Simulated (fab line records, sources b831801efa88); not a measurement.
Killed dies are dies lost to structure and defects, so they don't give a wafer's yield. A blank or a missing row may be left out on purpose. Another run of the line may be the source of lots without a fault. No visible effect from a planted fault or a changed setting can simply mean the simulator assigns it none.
What tool caused it? | flow sky130 | Sampling: 24 lots, 72 wafers, 6 of 708 route steps

WHAT THE GAUGES READ, wafer by wafer
No reading from a measuring or inspecting step in the record can be judged against a usual standard deviation.

TOOL THAT RAN EACH LOT (tool first, then ch and the chambers of the sampled wafers, then the start)
lot  | SKY_METAL1_SPUTTER_02        | SKY_METAL1_METAL_ETCH_19          | SKY_CAP2M_STRIP_14                   | SKY_METAL4_STRIP_19                  | SKY_VIA4_CMP_21               | SKY_PASSIVATION_STRIP_12
L074 | pvd-sputter-04, day 30 07:38 | rie-metal-02 ch 0, day 31 11:55   | plasma-asher-04 ch 0,1, day 39 12:08 | plasma-asher-03 ch 0,1, day 40 13:56 | cmp-02 ch 0,1, day 41 16:40   | plasma-asher-04 ch 0,1, day 43 18:11
L075 | pvd-sputter-02, day 31 20:52 | rie-metal-03 ch 0,1, day 32 23:40 | plasma-asher-03 ch 0,1, day 40 14:28 | plasma-asher-04 ch 0,1, day 41 15:47 | cmp-02 ch 0,1,2, day 42 17:27 | plasma-asher-03 ch 0,1, day 44 16:05
L076 | pvd-sputter-01, day 32 13:08 | rie-metal-03 ch 0, day 33 15:09   | plasma-asher-04 ch 0,1, day 41 10:43 | plasma-asher-02 ch 0,1, day 42 11:57 | cmp-02 ch 0,1,3, day 43 13:42 | plasma-asher-04 ch 0,1, day 45 11:52
L077 | pvd-sputter-01, day 33 10:29 | rie-metal-02 ch 0,1, day 34 10:22 | plasma-asher-04 ch 0,1, day 42 04:31 | plasma-asher-02 ch 0,1, day 43 05:27 | cmp-01 ch 0,1, day 44 07:10   | plasma-asher-03 ch 0,1, day 46 03:08
L078 | pvd-sputter-04, day 33 12:11 | rie-metal-03 ch 0,1, day 34 11:55 | plasma-asher-01 ch 0,1, day 42 06:39 | plasma-asher-03 ch 0,1, day 43 06:24 | cmp-02 ch 0,1,2, day 44 07:53 | plasma-asher-03 ch 1, day 46 04:05
L079 | pvd-sputter-02, day 33 17:24 | rie-metal-04 ch 0,1, day 34 16:37 | plasma-asher-01 ch 0,1, day 42 11:34 | plasma-asher-04 ch 0,1, day 43 12:05 | cmp-02 ch 1,2,3, day 44 12:50 | plasma-asher-03 ch 0,1, day 46 07:37
L080 | pvd-sputter-04, day 34 00:29 | rie-metal-02 ch 0,1, day 34 23:58 | plasma-asher-04 ch 0,1, day 42 15:40 | plasma-asher-02 ch 0,1, day 43 16:44 | cmp-02 ch 1,2,3, day 44 17:03 | plasma-asher-03 ch 0,1, day 46 12:28
L081 | pvd-sputter-01, day 34 12:07 | rie-metal-04 ch 0,1, day 35 14:31 | plasma-asher-01 ch 0,1, day 43 07:38 | plasma-asher-03 ch 0,1, day 44 08:17 | cmp-01 ch 1,2, day 45 08:36   | plasma-asher-03 ch 0,1, day 47 03:16
L082 | pvd-sputter-04, day 34 23:58 | rie-metal-02 ch 0, day 36 03:02   | plasma-asher-04 ch 0,1, day 43 19:22 | plasma-asher-02 ch 0,1, day 44 18:52 | cmp-01 ch 1,2,3, day 45 18:45 | plasma-asher-04 ch 0,1, day 47 11:49
L083 | pvd-sputter-04, day 35 06:40 | rie-metal-04 ch 0,1, day 36 10:04 | plasma-asher-01 ch 0,1, day 43 23:13 | plasma-asher-04 ch 0,1, day 44 21:38 | cmp-01 ch 1,2, day 45 21:45   | plasma-asher-04 ch 0,1, day 47 15:19
L084 | pvd-sputter-01, day 35 12:14 | rie-metal-02 ch 0,1, day 36 15:13 | plasma-asher-03 ch 0,1, day 44 05:49 | plasma-asher-03 ch 0,1, day 45 05:16 | cmp-01 ch 2,3, day 46 03:43   | plasma-asher-01 ch 0,1, day 47 21:17
L085 | pvd-sputter-01, day 35 18:37 | rie-metal-04 ch 0,1, day 36 20:07 | plasma-asher-03 ch 0, day 44 09:13   | plasma-asher-03 ch 0,1, day 45 08:41 | cmp-02 ch 1,3, day 46 07:01   | plasma-asher-01 ch 0, day 48 00:14
L090 | pvd-sputter-04, day 37 13:41 | rie-metal-02 ch 1, day 38 13:16   | plasma-asher-04 ch 0,1, day 45 22:40 | plasma-asher-04 ch 0,1, day 46 20:11 | cmp-02 ch 2,3, day 47 18:16   | plasma-asher-04 ch 0,1, day 49 08:19
L087 | pvd-sputter-01, day 37 13:56 | rie-metal-04 ch 0,1, day 38 14:31 | plasma-asher-03 ch 0,1, day 45 21:25 | plasma-asher-03 ch 0, day 46 19:18   | cmp-02 ch 1,2,3, day 47 16:58 | plasma-asher-01 ch 0,1, day 49 05:23
L089 | pvd-sputter-02, day 37 16:45 | rie-metal-04 ch 0,1, day 38 17:06 | plasma-asher-03 ch 0,1, day 45 23:31 | plasma-asher-04 ch 0,1, day 46 20:59 | cmp-01 ch 2,3, day 47 19:35   | plasma-asher-03 ch 0,1, day 49 09:57
L086 | pvd-sputter-02, day 37 18:33 | rie-metal-03 ch 0,1, day 38 21:13 | plasma-asher-01 ch 0, day 46 01:30   | plasma-asher-02 ch 0,1, day 46 22:51 | cmp-01 ch 0,1, day 47 20:15   | plasma-asher-03 ch 1, day 49 11:04
L088 | pvd-sputter-04, day 37 18:44 | rie-metal-02 ch 0,1, day 38 21:40 | plasma-asher-04 ch 0,1, day 46 01:41 | plasma-asher-02 ch 0,1, day 46 23:12 | cmp-01 ch 0,3, day 47 21:08   | plasma-asher-01 ch 1, day 49 11:43
L091 | pvd-sputter-01, day 37 20:11 | rie-metal-03 ch 0,1, day 38 22:22 | plasma-asher-01 ch 0,1, day 46 02:54 | plasma-asher-04 ch 0,1, day 47 00:19 | cmp-01 ch 0,2,3, day 47 21:30 | plasma-asher-04 ch 0,1, day 49 12:46
L092 | pvd-sputter-04, day 37 21:46 | rie-metal-03 ch 0,1, day 38 23:19 | plasma-asher-04 ch 0,1, day 46 03:10 | plasma-asher-03 ch 0,1, day 47 00:40 | cmp-02 ch 1,3, day 47 22:10   | plasma-asher-01 ch 0,1, day 49 13:11
L093 | pvd-sputter-01, day 37 22:08 | rie-metal-04 ch 0,1, day 38 23:40 | plasma-asher-04 ch 1, day 46 04:16   | plasma-asher-02 ch 0,1, day 47 01:36 | cmp-01 ch 2,3, day 47 22:55   | plasma-asher-04 ch 0, day 49 13:32
L094 | pvd-sputter-04, day 38 11:24 | rie-metal-02 ch 0,1, day 39 14:49 | plasma-asher-04 ch 0,1, day 46 17:28 | plasma-asher-03 ch 0,1, day 47 13:55 | cmp-01 ch 1,3, day 48 10:14   | plasma-asher-03 ch 0,1, day 50 00:10
L095 | pvd-sputter-04, day 39 08:07 | rie-metal-04 ch 0,1, day 40 10:01 | plasma-asher-01 ch 0,1, day 47 08:07 | plasma-asher-02 ch 0,1, day 48 03:35 | cmp-01 ch 1,2, day 49 00:58   | plasma-asher-01 ch 0,1, day 50 14:22
L096 | pvd-sputter-04, day 39 11:39 | rie-metal-02 ch 0,1, day 40 13:22 | plasma-asher-03 ch 0,1, day 47 10:02 | plasma-asher-03 ch 0,1, day 48 06:02 | cmp-02 ch 0,2,3, day 49 02:29 | plasma-asher-03 ch 0,1, day 50 15:34
L097 | pvd-sputter-04, day 39 15:07 | rie-metal-03 ch 0,1, day 40 16:25 | plasma-asher-04 ch 0,1, day 47 14:40 | plasma-asher-04 ch 0,1, day 48 10:06 | cmp-01 ch 0,2, day 49 06:00   | plasma-asher-04 ch 0, day 50 17:38
- SKY_METAL1_SPUTTER_02: material AlCu, target thk 250 nm, time 13.3 s.
- SKY_METAL1_METAL_ETCH_19: etches the open film in Cl2/BCl3, stops on SiO2, target depth 360 nm, time 78 s.
- SKY_CAP2M_STRIP_14: strips in O2/N2.
- SKY_METAL4_STRIP_19: strips in O2/N2.
- SKY_VIA4_CMP_21: polishes, stops on SiO2, t overpolish 25 s, target thk 0 nm.
- SKY_PASSIVATION_STRIP_12: strips in O2/N2.

AS READ BY THE TOOLS THEMSELVES (means over the sampled wafers that have a number; for cases with no such wafer, the mark the record gives instead)
SKY_METAL1_SPUTTER_02. Usual: throttle-valve-pct at 30.1 %, with a standard deviation of 1.2.
lot  | tool           | throttle-valve-pct (%) | flag
L074 | pvd-sputter-04 | 29.6                   |
L075 | pvd-sputter-02 | 29.8                   |
L076 | pvd-sputter-01 | 31.0                   |
L077 | pvd-sputter-01 | 30.4                   |
L078 | pvd-sputter-04 | 30.0                   |
L079 | pvd-sputter-02 | 30.9                   |
L080 | pvd-sputter-04 | 30.1                   |
L081 | pvd-sputter-01 | 30.5                   |
L082 | pvd-sputter-04 | 30.7                   |
L083 | pvd-sputter-04 | 30.3                   |
L084 | pvd-sputter-01 | 30.4                   |
L085 | pvd-sputter-01 | 31.0                   |
L090 | pvd-sputter-04 | 30.2                   |
L087 | pvd-sputter-01 | 31.9                   |
L089 | pvd-sputter-02 | 29.2                   |
L086 | pvd-sputter-02 | 29.0                   |
L088 | pvd-sputter-04 | 29.4                   |
L091 | pvd-sputter-01 | 29.6                   |
L092 | pvd-sputter-04 | 29.7                   |
L093 | pvd-sputter-01 | 29.0                   |
L094 | pvd-sputter-04 | 30.2                   |
L095 | pvd-sputter-04 | 29.6                   |
L096 | pvd-sputter-04 | 29.6                   |
L097 | pvd-sputter-04 | 29.8                   |

SKY_METAL1_METAL_ETCH_19. Usual: drypump-motor-current-A 5.6 A, standard deviation 0.35; he-backside-leak-sccm 3.4 sccm, standard deviation 0.35; mfc-cl2-sccm 60.02 sccm, standard deviation 0.19; oes-product-au 0.853 a.u., standard deviation 0.0062; throttle-valve-pct 22.265 %, standard deviation 0.008.
lot  | tool         | drypump-motor-current-A (A) | he-backside-leak-sccm (sccm) | mfc-cl2-sccm (sccm) | oes-product-au (a.u.) | throttle-valve-pct (%) | flag
L074 | rie-metal-02 | 5.7                         | 3.6                          | 59.91               | 0.845                 | 22.262                 |
L075 | rie-metal-03 | 5.5                         | 3.5                          | 60.02               | 0.855                 | 22.271                 |
L076 | rie-metal-03 | 6.0                         | 3.5                          | 60.17               | 0.853                 | 22.260                 |
L077 | rie-metal-02 | 5.3                         | 3.5                          | 59.98               | 0.857                 | 22.263                 |
L078 | rie-metal-03 | 5.5                         | 3.5                          | 60.11               | 0.852                 | 22.258                 |
L079 | rie-metal-04 | 5.7                         | 3.2                          | 60.10               | 0.848                 | 22.264                 |
L080 | rie-metal-02 | 5.5                         | 3.6                          | 60.02               | 0.853                 | 22.266                 |
L081 | rie-metal-04 | 5.7                         | 3.0                          | 59.94               | 0.851                 | 22.263                 |
L082 | rie-metal-02 | 5.7                         | 3.6                          | 59.88               | 0.852                 | 22.263                 |
L083 | rie-metal-04 | 5.8                         | 3.1                          | 60.18               | 0.857                 | 22.257                 |
L084 | rie-metal-02 | 5.3                         | 3.6                          | 60.03               | 0.857                 | 22.269                 |
L085 | rie-metal-04 | 5.8                         | 3.1                          | 60.12               | 0.850                 | 22.268                 |
L090 | rie-metal-02 | 5.1                         | 3.3                          | 59.92               | 0.858                 | 22.277                 |
L087 | rie-metal-04 | 5.9                         | 3.0                          | 60.23               | 0.861                 | 22.263                 |
L089 | rie-metal-04 | 5.9                         | 3.1                          | 59.99               | 0.853                 | 22.269                 |
L086 | rie-metal-03 | 5.7                         | 3.4                          | 59.93               | 0.853                 | 22.263                 |
L088 | rie-metal-02 | 5.6                         | 3.5                          | 60.06               | 0.852                 | 22.262                 |
L091 | rie-metal-03 | 5.8                         | 3.5                          | 60.00               | 0.859                 | 22.268                 |
L092 | rie-metal-03 | 5.7                         | 3.4                          | 60.16               | 0.852                 | 22.267                 |
L093 | rie-metal-04 | 5.7                         | 2.9                          | 60.24               | 0.863                 | 22.273                 |
L094 | rie-metal-02 | 5.6                         | 3.5                          | 60.11               | 0.845                 | 22.260                 |
L095 | rie-metal-04 | 5.7                         | 3.2                          | 59.96               | 0.855                 | 22.261                 |
L096 | rie-metal-02 | 5.3                         | 3.4                          | 60.02               | 0.850                 | 22.265                 |
L097 | rie-metal-03 | 5.4                         | 3.4                          | 60.17               | 0.852                 | 22.266                 |

SKY_CAP2M_STRIP_14. Usual: drypump-motor-current-A 5.6 A, standard deviation 0.46; oes-product-au 0.710 a.u., standard deviation 0.0046; strip-time-to-endpoint-s 12.67 s, standard deviation 0.04.
lot  | tool            | drypump-motor-current-A (A) | oes-product-au (a.u.) | strip-time-to-endpoint-s (s) | flag
L074 | plasma-asher-04 | 5.4                         | 0.710                 | 12.67                        |
L075 | plasma-asher-03 | 5.6                         | 0.713                 | 12.67                        |
L076 | plasma-asher-04 | 5.9                         | 0.709                 | 12.66                        |
L077 | plasma-asher-04 | 5.9                         | 0.708                 | 12.61                        |
L078 | plasma-asher-01 | 5.6                         | 0.708                 | 12.64                        |
L079 | plasma-asher-01 | 5.7                         | 0.711                 | 12.61                        |
L080 | plasma-asher-04 | 5.5                         | 0.713                 | 12.66                        |
L081 | plasma-asher-01 | 5.6                         | 0.708                 | 12.64                        |
L082 | plasma-asher-04 | 5.9                         | 0.712                 | 12.74                        |
L083 | plasma-asher-01 | 5.6                         | 0.710                 | 12.67                        |
L084 | plasma-asher-03 | 5.6                         | 0.707                 | 12.64                        |
L085 | plasma-asher-03 | 5.7                         | 0.711                 | 12.69                        |
L090 | plasma-asher-04 | 5.5                         | 0.714                 | 12.70                        |
L087 | plasma-asher-03 | 5.4                         | 0.707                 | 12.71                        |
L089 | plasma-asher-03 | 5.5                         | 0.714                 | 12.63                        |
L086 | plasma-asher-01 | 5.4                         | 0.709                 | 12.69                        |
L088 | plasma-asher-04 | 5.9                         | 0.709                 | 12.61                        |
L091 | plasma-asher-01 | 5.6                         | 0.711                 | 12.66                        |
L092 | plasma-asher-04 | 5.9                         | 0.704                 | 12.70                        |
L093 | plasma-asher-04 | 5.1                         | 0.712                 | 12.70                        |
L094 | plasma-asher-04 | 5.9                         | 0.713                 | 12.69                        |
L095 | plasma-asher-01 | 5.7                         | 0.714                 | 12.72                        |
L096 | plasma-asher-03 | 5.6                         | 0.709                 | 12.65                        |
L097 | plasma-asher-04 | 5.9                         | 0.711                 | 12.70                        |

SKY_METAL4_STRIP_19. Usual: drypump-motor-current-A 5.8 A, standard deviation 0.51; oes-product-au 0.501 a.u., standard deviation 0.0059; strip-time-to-endpoint-s 6.54 s, standard deviation 0.074.
lot  | tool            | drypump-motor-current-A (A) | oes-product-au (a.u.) | strip-time-to-endpoint-s (s) | flag
L074 | plasma-asher-03 | 5.4                         | 0.499                 | 6.57                         |
L075 | plasma-asher-04 | 5.9                         | 0.500                 | 6.51                         |
L076 | plasma-asher-02 | 6.3                         | 0.502                 | 6.55                         |
L077 | plasma-asher-02 | 6.4                         | 0.500                 | 6.48                         |
L078 | plasma-asher-03 | 5.6                         | 0.500                 | 6.54                         |
L079 | plasma-asher-04 | 5.9                         | 0.504                 | 6.65                         |
L080 | plasma-asher-02 | 6.4                         | 0.498                 | 6.51                         |
L081 | plasma-asher-03 | 5.6                         | 0.500                 | 6.55                         |
L082 | plasma-asher-02 | 6.4                         | 0.498                 | 6.47                         |
L083 | plasma-asher-04 | 5.9                         | 0.502                 | 6.55                         |
L084 | plasma-asher-03 | 5.4                         | 0.507                 | 6.58                         |
L085 | plasma-asher-03 | 5.6                         | 0.500                 | 6.60                         |
L090 | plasma-asher-04 | 5.4                         | 0.500                 | 6.58                         |
L087 | plasma-asher-03 | 5.7                         | 0.496                 | 6.42                         |
L089 | plasma-asher-04 | 5.4                         | 0.494                 | 6.41                         |
L086 | plasma-asher-02 | 6.3                         | 0.506                 | 6.58                         |
L088 | plasma-asher-02 | 6.4                         | 0.501                 | 6.54                         |
L091 | plasma-asher-04 | 5.9                         | 0.502                 | 6.60                         |
L092 | plasma-asher-03 | 5.5                         | 0.493                 | 6.34                         |
L093 | plasma-asher-02 | 6.4                         | 0.505                 | 6.58                         |
L094 | plasma-asher-03 | 5.6                         | 0.506                 | 6.62                         |
L095 | plasma-asher-02 | 6.4                         | 0.506                 | 6.61                         |
L096 | plasma-asher-03 | 5.6                         | 0.506                 | 6.51                         |
L097 | plasma-asher-04 | 5.5                         | 0.501                 | 6.56                         |

SKY_VIA4_CMP_21. Usual: motor-current-A 11.0 A, standard deviation 0.98; overpolish-run-s 24.999 s, standard deviation 0.0095; time-to-endpoint-s 124 s, standard deviation 4.8.
lot  | tool   | motor-current-A (A) | overpolish-run-s (s) | time-to-endpoint-s (s) | flag
L074 | cmp-02 | 10.8                | 24.992               | 122                    |
L075 | cmp-02 | 11.3                | 24.992               | 121                    |
L076 | cmp-02 | 11.0                | 25.004               | 118                    |
L077 | cmp-01 | 10.3                | 24.997               | 123                    |
L078 | cmp-02 | 11.0                | 24.999               | 120                    |
L079 | cmp-02 | 11.3                | 24.999               | 123                    |
L080 | cmp-02 | 11.2                | 24.989               | 124                    |
L081 | cmp-01 | 11.3                | 24.995               | 127                    |
L082 | cmp-01 | 11.5                | 25.005               | 122                    |
L083 | cmp-01 | 11.4                | 24.990               | 121                    |
L084 | cmp-01 | 11.0                | 25.001               | 121                    |
L085 | cmp-02 | 10.3                | 24.994               | 120                    |
L090 | cmp-02 | 12.2                | 25.006               | 122                    |
L087 | cmp-02 | 11.4                | 24.993               | 122                    |
L089 | cmp-01 | 11.4                | 24.993               | 134                    |
L086 | cmp-01 | 9.9                 | 24.994               | 128                    |
L088 | cmp-01 | 11.0                | 24.993               | 122                    |
L091 | cmp-01 | 10.6                | 25.002               | 129                    |
L092 | cmp-02 | 10.7                | 25.007               | 121                    |
L093 | cmp-01 | 11.5                | 24.995               | 134                    |
L094 | cmp-01 | 11.5                | 25.002               | 132                    |
L095 | cmp-01 | 11.2                | 25.010               | 125                    |
L096 | cmp-02 | 11.8                | 24.998               | 119                    |
L097 | cmp-01 | 10.2                | 24.999               | 130                    |

SKY_PASSIVATION_STRIP_12. Usual: drypump-motor-current-A 5.6 A, standard deviation 0.41; oes-product-au 0.660 a.u., standard deviation 0.005; strip-time-to-endpoint-s 31.52 s, standard deviation 0.11.
lot  | tool            | drypump-motor-current-A (A) | oes-product-au (a.u.) | strip-time-to-endpoint-s (s) | flag
L074 | plasma-asher-04 | 5.9                         | 0.658                 | 31.44                        |
L075 | plasma-asher-03 | 5.4                         | 0.662                 | 31.43                        |
L076 | plasma-asher-04 | 5.9                         | 0.660                 | 31.53                        |
L077 | plasma-asher-03 | 5.4                         | 0.661                 | 31.51                        |
L078 | plasma-asher-03 | 5.3                         | 0.663                 | 31.75                        |
L079 | plasma-asher-03 | 5.6                         | 0.666                 | 31.61                        |
L080 | plasma-asher-03 | 5.6                         | 0.658                 | 31.56                        |
L081 | plasma-asher-03 | 5.6                         | 0.663                 | 31.61                        |
L082 | plasma-asher-04 | 5.5                         | 0.660                 | 31.51                        |
L083 | plasma-asher-04 | 5.5                         | 0.663                 | 31.39                        |
L084 | plasma-asher-01 | 5.7                         | 0.658                 | 31.44                        |
L085 | plasma-asher-01 | 5.4                         | 0.663                 | 31.36                        |
L090 | plasma-asher-04 | 5.5                         | 0.662                 | 31.44                        |
L087 | plasma-asher-01 | 5.7                         | 0.659                 | 31.53                        |
L089 | plasma-asher-03 | 5.4                         | 0.656                 | 31.39                        |
L086 | plasma-asher-03 | 5.3                         | 0.656                 | 31.57                        |
L088 | plasma-asher-01 | 5.9                         | 0.658                 | 31.58                        |
L091 | plasma-asher-04 | 5.9                         | 0.662                 | 31.49                        |
L092 | plasma-asher-01 | 5.6                         | 0.664                 | 31.57                        |
L093 | plasma-asher-04 | 6.3                         | 0.663                 | 31.64                        |
L094 | plasma-asher-03 | 5.6                         | 0.660                 | 31.58                        |
L095 | plasma-asher-01 | 5.7                         | 0.662                 | 31.51                        |
L096 | plasma-asher-03 | 5.6                         | 0.661                 | 31.70                        |
L097 | plasma-asher-04 | 6.3                         | 0.663                 | 31.45                        |

THE ANSWER, worked out from the rows above alone
Rule: a lot is off if the mean of its wafers that have a number lies more than 3 standard deviations from the usual mean. Also off: a lot with no number at a reading for which 4 or more lots have one. The other lots that the step has rows for count as sound. The gauges are gone through in route order, then the tools' own readings, and for those a lot's mean is taken as printed above. The first step at which some lot is off is used, and at that step the reading that is off furthest; a lot without a number counts as furthest.
Across all readings shown, no lot is off: no conclusion can be drawn from this.

WHAT THE SIMULATOR HAD INSERTED
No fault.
